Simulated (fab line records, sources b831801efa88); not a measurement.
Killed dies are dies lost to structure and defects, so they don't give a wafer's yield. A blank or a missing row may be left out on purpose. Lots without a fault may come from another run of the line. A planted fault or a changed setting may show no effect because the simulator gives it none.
fab line records | flow sky130
record lots=13 wafers=39 last_day=50
route steps=708 shown CAPM@537 METAL3@567
lots that met no fault: from a run of the same line without faults
start_h: hours from the record's first day to the start of the lot's first wafer shown | wait_h: hours since the lot's step before | " the same as in the row above | L1.1+2: a row that stands for several wafers | - no value, or no start given | * or withheld: withheld | < > ~ a bound
route shown NAME@n: a module of which the file shows steps, and the number in the route of the first | usual: mean/standard deviation of fault-free wafers | same: alike in all rows | chamber/n: place in a boat | sites: the reading at each site | _std_site: their standard deviation | _edge_site: outer sites' mean less inner sites' | radius_mm: how far each site lies from the wafer's centre | mask NAME#n: copy n | behind: the tool/chamber that last shaped the wafer | hold: why the lot was held/for how many hours/how that ended | device: the transistor (n, p or np) that didn't switch | end of line: the same wafers' tests at the end of the route | a step without rows: its recipe alone | killed: dies lost to structure and defects at the first sort, not the wafer's yield | map: a wafer's dies, x killed, . not, _ none there
set.NAME: the setting as run; set.NAME@STEP: as run at that earlier step | model.NAME: the simulator's own value behind a step, which no gauge read
steps of the route over a sample of lots; a table a step, a row a wafer
services: from which hour (start_h, from the record's first day; less than 0 if before it) a tool's chamber was out of use, for how many hours, and why
## steps
# step SKY_CAPM_CVD_00
# recipe material=SiO2 target_thk_nm=15.5 temp_c=400 time_s=withheld rf_w=450
# usual heater_power_w=712/77
# columns lot.wafer tool chamber start_h wait_h heater_power_w
L444.1 pecvd-01 2 848.38 0.0 773
L444.4 " 1 " " 752
L444.6 " 2 " " 769
L446.1 pecvd-02 0 858.68 0.0 750
L446.3 " 1 " " 565
L446.6 " 1 " " 552
L447.1 pecvd-03 2 863.23 0.0 631
L447.3 " 0 " " 843
L447.5 " 0 " " 834
L448.2 pecvd-03 2 877.30 0.0 624
L448.3 " 1 " " 672
L448.4 " 2 " " 617
L449.2 pecvd-01 2 886.21 0.0 793
L449.3 " 0 " " 898
L449.6 " 0 " " 919
L452.1 pecvd-03 2 919.03 0.0 686
L452.3 " 1 " " 747
L452.4 " 2 " " 679
L455.2 pecvd-01 0 932.79 0.0 912
L455.4 " 0 " " 924
L455.5 " 1 " " 733
L461.1 pecvd-03 1 976.70 0.0 715
L461.5 " 0 " " 825
L461.6 " 1 " " 704
L464.1 pecvd-02 2 986.95 0.0 706
L464.2 " 0 " " 658
L464.6 " 2 " " 711
L463.2 pecvd-02 2 991.44 0.0 595
L463.3 " 0 " " 719
L463.5 " 2 " " 599
L465.1 pecvd-03 2 993.34 0.0 690
L465.2 " 0 " " 703
L465.6 " 2 " " 696
L466.1 pecvd-02 0 1006.98 0.0 653
L466.2 " 2 " " 691
L466.4 " 0 " " 650
L467.1 pecvd-01 1 1008.48 0.0 731
L467.4 " 0 " " 828
L467.5 " 1 " " 725
# step SKY_CAPM_THK_MEAS_01
# recipe reads=SiO2_of_CAPM_CVD_00
# usual CAPM_CVD_00_THK=15.52/0.25
# columns lot.wafer tool chamber start_h wait_h CAPM_CVD_00_THK[nm]
L444.1 film_metro-01 - 848.40 - 15.34
L444.4 " - " " 15.73
L444.6 " - " " 15.44
L446.1 film_metro-01 - 858.70 - 15.38
L446.3 " - " " 15.21
L446.6 " - " " 15.54
L447.1 film_metro-01 - 863.26 - 15.48
L447.3 " - " " 15.65
L447.5 " - " " 15.79
L448.2 film_metro-04 - 877.33 - 15.33
L448.3 " - " " 15.47
L448.4 " - " " 15.64
L449.2 film_metro-04 - 886.24 - 15.67
L449.3 " - " " 15.44
L449.6 " - " " 15.77
L452.1 film_metro-04 - 919.05 - 15.17
L452.3 " - " " 15.37
L452.4 " - " " 15.78
L455.2 film_metro-04 - 932.82 - 12.67
L455.4 " - " " 12.95
L455.5 " - " " 16.07
L461.1 film_metro-01 - 976.72 - 15.32
L461.5 " - " " 15.82
L461.6 " - " " 15.88
L464.1 film_metro-01 - 986.98 - 15.21
L464.2 " - " " 15.49
L464.6 " - " " 15.68
L463.2 film_metro-04 - 991.48 - 15.00
L463.3 " - " " 15.38
L463.5 " - " " 15.24
L465.1 film_metro-02 - 993.37 - 15.50
L465.2 " - " " 15.98
L465.6 " - " " 15.69
L466.1 film_metro-02 - 1007.00 - 15.46
L466.2 " - " " 15.16
L466.4 " - " " 15.70
L467.1 film_metro-02 - 1008.50 - 15.34
L467.4 " - " " 15.60
L467.5 " - " " 15.89
# step SKY_METAL3_ETCH_17
# recipe target=SiO2 stop_on=TiN chemistry=C4F8/O2/Ar source_w=1500 bias_w=1200 pressure_mtorr=40 c4f8_flow_sccm=withheld O2_flow_sccm=6 Ar_flow_sccm=300 time_s=3.9 target_depth_a=150
# usual oes_product_au=0.755/0.0082
# columns lot.wafer tool chamber start_h wait_h oes_product_au rf_hours_counter_h
L444.1 rie_diel-04 3 900.18 0.1 0.755 4
L444.4 " 2 " " 0.754 7
L444.6 " 0 " " 0.756 -
L446.1 rie_diel-03 0 910.45 0.1 0.747 8
L446.3 " 1 " " 0.743 13
L446.6 " 2 " " 0.753 -
L447.1 rie_diel-01 2 914.38 0.1 0.751 13
L447.3 " 1 " " 0.755 26
L447.5 " 2 " " 0.761 -
L448.2 rie_diel-01 1 926.00 0.1 0.746 26
L448.3 " 3 " " 0.751 16
L448.4 " 2 " " 0.764 14
L449.2 rie_diel-04 1 936.40 0.1 0.756 19
L449.3 " 3 " " 0.750 4
L449.6 " 2 " " 0.753 -
L452.1 rie_diel-04 2 968.40 0.1 0.751 9
L452.3 " 0 " " 0.757 12
L452.4 " 3 " " 0.762 5
L455.2 rie_diel-04 2 983.13 0.1 0.679 9
L455.4 " 3 " " 0.698 6
L455.5 " 3 " " 0.772 -
L461.1 rie_diel-01 3 1023.28 0.1 0.747 19
L461.5 " 3 " " 0.763 -
L461.6 " 0 " " 0.762 -
L464.1 rie_diel-04 1 1033.55 0.1 0.740 21
L464.2 " 0 " " 0.758 14
L464.6 " 3 " " 0.768 -
L463.2 rie_diel-01 0 1037.93 0.1 0.729 24
L463.3 " 3 " " 0.755 20
L463.5 " 1 " " 0.750 -
L465.1 rie_diel-03 1 1038.63 0.1 0.756 17
L465.2 " 3 " " 0.768 29
L465.6 " 3 " " 0.764 -
L466.1 rie_diel-03 0 1053.00 0.1 0.751 13
L466.2 " 2 " " 0.756 13
L466.4 " 3 " " 0.766 29
L467.1 rie_diel-04 1 1054.40 0.1 0.749 22
L467.4 " 0 " " 0.753 15
L467.5 " 3 " " 0.767 -
## services
# columns tool chamber start_h hours kind
pecvd-02 0 829.71 5.2 repair
pecvd-02 - 835.71 0.9 repair
rie_diel-04 0 837.38 3.6 repair
pecvd-02 - 849.63 2.8 pm
rie_diel-03 2 854.63 4.4 repair
pecvd-03 1 860.17 5.5 scheduled_down
rie_diel-04 0 862.77 3.0 repair
pecvd-03 2 883.85 16.5 scheduled_down
pecvd-02 - 897.00 2.4 repair
pecvd-03 0 908.51 1.8 repair
rie_diel-04 3 913.90 3.4 repair
pecvd-03 - 945.51 0.5 repair
rie_diel-01 2 961.18 4.3 repair
pecvd-03 0 969.37 5.5 scheduled_down
pecvd-02 1 975.81 18.2 repair
rie_diel-01 0 980.88 2.5 repair
pecvd-01 - 993.00 2.5 repair
pecvd-03 2 1017.65 5.0 scheduled_down
pecvd-01 1 1021.87 6.0 repair
pecvd-03 1 1031.78 54.6 repair
rie_diel-04 1 1037.12 3.1 repair
rie_diel-03 2 1037.86 5.8 repair
rie_diel-04 2 1040.27 4.1 repair
pecvd-01 - 1043.31 3.4 repair
## key
first_sign step=SKY_CAPM_THK_MEAS_01 reading=CAPM_CVD_00_THK direction=down sigmas=11 usual=15.52 struck=12.81
effect step=SKY_METAL3_ETCH_17 reading=oes_product_au direction=down sigmas=8.1 usual=0.755 struck=0.688
met_at SKY_CAPM_CVD_00
struck_lots L455
struck_wafers L455.2,L455.4
onset_between 886.21 932.79
fault kind=process_parameter_drift tool=pecvd-01 chamber=0 onset_h=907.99 steps=SKY_CAPM_CVD_00 channel=time_s offset=withheld shape=step end_h=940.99 acts_in=*
